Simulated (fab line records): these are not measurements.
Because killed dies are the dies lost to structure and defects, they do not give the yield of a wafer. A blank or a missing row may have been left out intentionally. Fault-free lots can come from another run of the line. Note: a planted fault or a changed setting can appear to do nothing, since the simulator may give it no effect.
Comparing a struck lot with a sound one | flow gf180mcu | 16 steps out of a route of 602
Sound: wafers L999.1, L999.4, L999.5. The struck wafers were L114.1, L114.2, L114.5. The cause comes at the end.
Each step with rows lists, per side, the tool, then ch with its chambers, then its first start. Under that, the readings that differ: sound wafers | struck wafers | difference of the means | sigmas: that difference in standard deviations of wafers without a fault.
alike: readings with means less than 2 such deviations apart, plus words and numbers identical on both sides. not compared: withheld readings, readings lacking a value on some wafer, bounds such as >300 that could conceal the same value, and numbers that have no deviation in the record and whose values overlap.
Wherever a step has rows on one side only, a row that says differs or no value, or a row with sigmas, the two part there. Numbers that don't overlap but have no deviation are shown without sigmas and don't part them. A reading that every wafer of one side lacks parts them only if that side has two wafers or more.

GF_STI_THK_MEAS_02:
  struck on filmMetro-02, day 5 00:31; sound on filmMetro-04, day 1 21:41
reading                | sound             | struck         | difference | sigmas
STI_OXIDATION_THK (nm) | 10.20 10.37 10.37 | 9.94 9.93 9.91 | -0.39      | -2
then, 1 step without rows for these wafers: GF_STI_CVD_03 (deposits Si3N4 from DCS/NH3, target thk 207.16 nm, time 3551 s).
GF_STI_THK_MEAS_04:
  struck on filmMetro-01, day 5 02:52; sound on filmMetro-01, day 1 23:44
  alike: STI_CVD_03_THK
then, 7 steps without rows for these wafers: GF_STI_DEHYDRATE_05 (time 60 s); GF_STI_HMDS_06 (prime time 60 s); GF_STI_COAT_07 (resist thk 700 nm); GF_STI_SOFTBAKE_08 (time 60 s); GF_STI_EXPOSE_09 (exposes mask COMP, target cd 220 nm); GF_STI_PEB_10 (peb time 90 s); GF_STI_DEVELOP_11 (develop time 60 s).
GF_STI_CD_MEAS_12: target cd 220 nm.
  struck on cdSem-01, day 5 16:46; sound on cdSem-02, day 2 11:54
reading   | sound             | struck            | difference | sigmas
cdNm (nm) | 218.1 218.2 219.5 | 221.7 221.7 220.7 | +2.8       | +3
GF_STI_ETCH_13: etches the open film in CHF3/O2, stops on Si, target depth 282.31 nm, time 112.9 s.
  sound on rieDiel-02 ch 2,3, day 2 12:01; struck on rieDiel-01 ch 0,2, day 5 16:53
  alike: O2_flow_sccm, biasW, drypumpMotorCurrentA, oesProductAu, throttleValvePct
  not compared: rfHoursCounterH
GF_STI_ETCH_14: etches Si in HBr/Cl2/O2, target depth 360 nm, time 102.9 s.
  sound on rieSi-02 ch 0,2,3, day 2 12:06; struck on rieSi-01 ch 0,1,3, day 5 16:58
  no value came back on the struck wafers for any of 6 readings (HBr_flow_sccm (sccm), O2_flow_sccm (sccm) and others); on the sound wafers HBr_flow_sccm (sccm) reads 149.8 149.8 149.3
reading                             | sound             | struck            | difference | sigmas
model.KrF_of_STI_COAT_07.thkNm (nm) | 322.6 323.6 321.9 | 438.1 438.1 435.6 | +114.6     | 
  not compared: rfHoursCounterH
GF_STI_STRIP_15: strips in O2/N2.
  sound on plasmaAsher-01 ch 0,1, day 2 12:10; struck on plasmaAsher-01 ch 0,1, day 5 17:02
reading                  | sound             | struck            | difference | sigmas
oesProductAu (a.u.)      | 0.391 0.389 0.384 | 0.435 0.440 0.436 | +0.049     | +10
stripTimeToEndpointS (s) | 3.75 3.76 3.76    | 4.93 4.94 4.91    | +1.17      | +27
  alike: drypumpMotorCurrentA, heaterPowerW
  not compared: rfHoursCounterH
then, 1 step without rows for these wafers: GF_STI_CLEAN_16 (cleans in dHF, time 25 s).
-- the record jumps here: 28 days lie between the struck wafers' starts before and after (it left off in module STI and takes up again in module PASSIVATION, whose first step shown is number 602 of the route) --
GF_PASSIVATION_PROBE_99:
  the record has rows for the struck wafers here (prober-02, day 33 14:29) and none for the sound ones

WHERE THEY PART
First at GF_STI_THK_MEAS_02; last, within this record, at GF_PASSIVATION_PROBE_99.

WHY: whatever the simulator had introduced
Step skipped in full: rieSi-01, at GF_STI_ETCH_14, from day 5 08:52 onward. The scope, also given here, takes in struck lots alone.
